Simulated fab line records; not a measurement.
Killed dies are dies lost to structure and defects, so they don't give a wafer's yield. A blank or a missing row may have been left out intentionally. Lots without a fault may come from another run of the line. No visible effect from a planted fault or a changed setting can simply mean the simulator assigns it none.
Struck lot and sound lot, side by side / flow gf180mcu / 37 out of 602 route steps
Sound: wafers L216.2, L216.4, L216.5. Struck: wafer L232.1 (left out: L232.2, L232.4 of the same lot, which were not struck); the cause appears at the end.
Per side, at each step with rows, come the tool, then ch with its chambers, and then its first start. Under that, the readings that differ: sound wafers / struck wafers / difference of the means / sigmas: that difference in standard deviations of wafers without a fault.
alike: same words and numbers on both sides, and readings whose means sit less than 2 such deviations apart. not compared: any withheld reading, any reading some wafer has no value for, any bound like >300 that may hide the same value, and any number with overlapping values for which the record gives no deviation.
A row with sigmas, a row that says differs or no value, or rows on one side alone: a step with any of these is where the two part. Numbers that don't overlap but have no deviation are shown without sigmas and don't part them. Lack of a reading on every wafer of one side parts them only where that side has two or more wafers.

first, 1 step without rows for these wafers: GF_M5_DEVELOP_06 (develop time 60 s).
GF_M5_CD_MEAS_07: target cd 280 nm.
  struck on cd-sem-01, day 31 04:58; sound on cd-sem-01, day 26 10:16
reading=cd-nm (nm); sound=281.8 281.3 281.8; struck=278.3; difference=-3.3; sigmas=-3
GF_M5_OVL_MEAS_08:
  struck on overlay-02, day 31 05:05; sound on overlay-02, day 26 10:22
  alike: M5_OVL
GF_M5_ETCH_09: etches Si3N4 in CF4/O2, target depth 52 nm, time 11.6 s.
  sound on rie-diel-02 ch 2,3, day 26 10:24; struck on rie-diel-04 ch 3, day 31 05:07
  alike: O2_flow_sccm, drypump-motor-current-A, oes-product-au, rf-fwd-power-W, throttle-valve-pct
  not compared: rf-hours-counter-h
GF_M5_METAL_ETCH_10: etches the open film in Cl2/BCl3, stops on SiO2, target depth 627.5 nm, time 104.6 s.
  sound on rie-metal-01 ch 0, day 26 10:28; struck on rie-metal-02 ch 0, day 31 05:08
reading=rf-hours-counter-h (h); sound=- - -; struck=7; difference=no value on the sound wafers; sigmas=
  alike: drypump-motor-current-A, oes-product-au, rf-fwd-power-W, throttle-valve-pct
then, 4 steps without rows for these wafers: GF_M5_STRIP_11 (strips in O2/N2); GF_M5_STRIP_12 (strips in post etch residue remover, time 1200 s); GF_M5_CLEAN_13 (cleans in DIW); GF_V5_CVD_00 (deposits SiO2, target thk 300 nm, time 50 s).
GF_V5_THK_MEAS_01:
  struck on film-metro-02, day 31 05:52; sound on film-metro-03, day 26 11:14
  alike: V5_CVD_00_THK
then, 1 step without rows for these wafers: GF_V5_CVD_02 (deposits SiO2 from TEOS, target thk 1450 nm, time 163.28 s).
GF_V5_THK_MEAS_03:
  struck on film-metro-02, day 31 06:02; sound on film-metro-03, day 26 11:24
  alike: V5_CVD_02_THK
GF_V5_CMP_04: polishes SiO2.
  sound on cmp-01 ch 2,3, day 26 11:27; struck on cmp-01 ch 0, day 31 06:06
reading=model.SiO2_of_V5_CVD_02.thk-nm (nm); sound=856.5 854.5 856.2; struck=1058; difference=+202; sigmas=
  alike: motor-current-A
GF_V5_BOW_MEAS_05:
  struck on film-metro-01, day 31 06:24; sound on film-metro-02, day 26 11:46
  alike: V5_BOW
then, 8 steps without rows for these wafers: GF_V5_DEHYDRATE_06 (time 60 s); GF_V5_HMDS_07 (prime time 60 s); GF_V5_COAT_08; GF_V5_COAT_09 (resist thk 1000 nm); GF_V5_SOFTBAKE_10 (time 60 s); GF_V5_EXPOSE_11 (exposes mask Via5, target cd 260 nm); GF_V5_PEB_12 (peb time 90 s); GF_V5_DEVELOP_13 (develop time 60 s).
GF_V5_CD_MEAS_14: target cd 260 nm.
  struck on cd-sem-02, day 31 23:49; sound on cd-sem-02, day 27 07:43
  alike: cd-nm
GF_V5_OVL_MEAS_15:
  struck on overlay-02, day 31 23:56; sound on overlay-02, day 27 07:49
  alike: V5_OVL
then, 1 step without rows for these wafers: GF_V5_ETCH_16 (etches BARC in N2/H2).
GF_V5_ETCH_17: etches SiO2 in C4F8/O2/Ar, stops on TiN, target depth 855 nm.
  sound on rie-diel-02 ch 0,2; struck on rie-diel-02 ch 0
reading=oes-product-au (a.u.); sound=0.852 0.857 0.859; struck=0.969; difference=+0.113; sigmas=+24
reading=model.V5.feature-depth-nm (nm); sound=856.5 854.5 856.2; struck=1058; difference=+202; sigmas=
reading=model.etch.depth-nm (nm); sound=856.5 854.5 856.2; struck=1058; difference=+202; sigmas=
  alike: rf-fwd-power-W
then, 4 steps without rows for these wafers: GF_V5_STRIP_18 (strips in O2/N2); GF_V5_STRIP_19 (strips in post etch residue remover, time 1200 s); GF_V5_CLEAN_20 (cleans in DIW); GF_V5_SPUTTER_21 (material Ti, target thk 15 nm, time 80.02 s).
GF_V5_SPUTTER_22: material TiN, target thk 10 nm, time 40 s.
  struck on pvd-sputter-04, day 32 00:43; sound on pvd-sputter-04, day 27 08:36
  alike: throttle-valve-pct
GF_V5_CVD_23: deposits W, target thk 350 nm, time 104.9 s.
  sound on cvd-w-02 ch 0,1, day 27 08:38; struck on cvd-w-01 ch 0, day 32 00:46
  alike: heater-power-w
GF_V5_RS_MEAS_24: measurement is done with a four-point probe.
  struck on film-metro-01, day 32 00:52; sound on film-metro-01, day 27 08:46
  alike: V5_W_RS
GF_V5_THK_MEAS_25: measures by xrf.
  struck on film-metro-01, day 32 00:59; sound on film-metro-01, day 27 08:53
reading=V5_W_THK (nm); sound=351 354 352; struck=361; difference=+9; sigmas=+2
GF_V5_CMP_26: polishes, stops on SiO2, t overpolish 15 s, target thk 0 nm.
  sound on cmp-02 ch 1,2, day 27 08:56; struck on cmp-02 ch 1, day 32 04:49
reading=model.SiO2_of_V5_CVD_02.thk-nm (nm); sound=852.7 850.7 852.4; struck=1055; difference=+203; sigmas=
  alike: motor-current-A
GF_TOP_METAL_SPUTTER_00: material Ti, target thk 37.5 nm, time 150 s.
  struck on pvd-sputter-02, day 32 05:07; sound on pvd-sputter-02, day 27 09:14
  alike: throttle-valve-pct
GF_PASSIVATION_PROBE_99:
  struck on prober-01, day 33 15:59; sound on prober-02, day 29 03:51
reading=model.etest.via5-chain.rc-ohm; sound=7.094 6.808 7.051; struck=8.208; difference=+1.224; sigmas=

== WHERE THEY PART ==
First at GF_M5_CD_MEAS_07; last, within this record, at GF_V5_THK_MEAS_25. Later steps at which nothing parts them and some readings are alike: GF_V5_CMP_26, GF_TOP_METAL_SPUTTER_00.

WHY: what had been put in by the simulator
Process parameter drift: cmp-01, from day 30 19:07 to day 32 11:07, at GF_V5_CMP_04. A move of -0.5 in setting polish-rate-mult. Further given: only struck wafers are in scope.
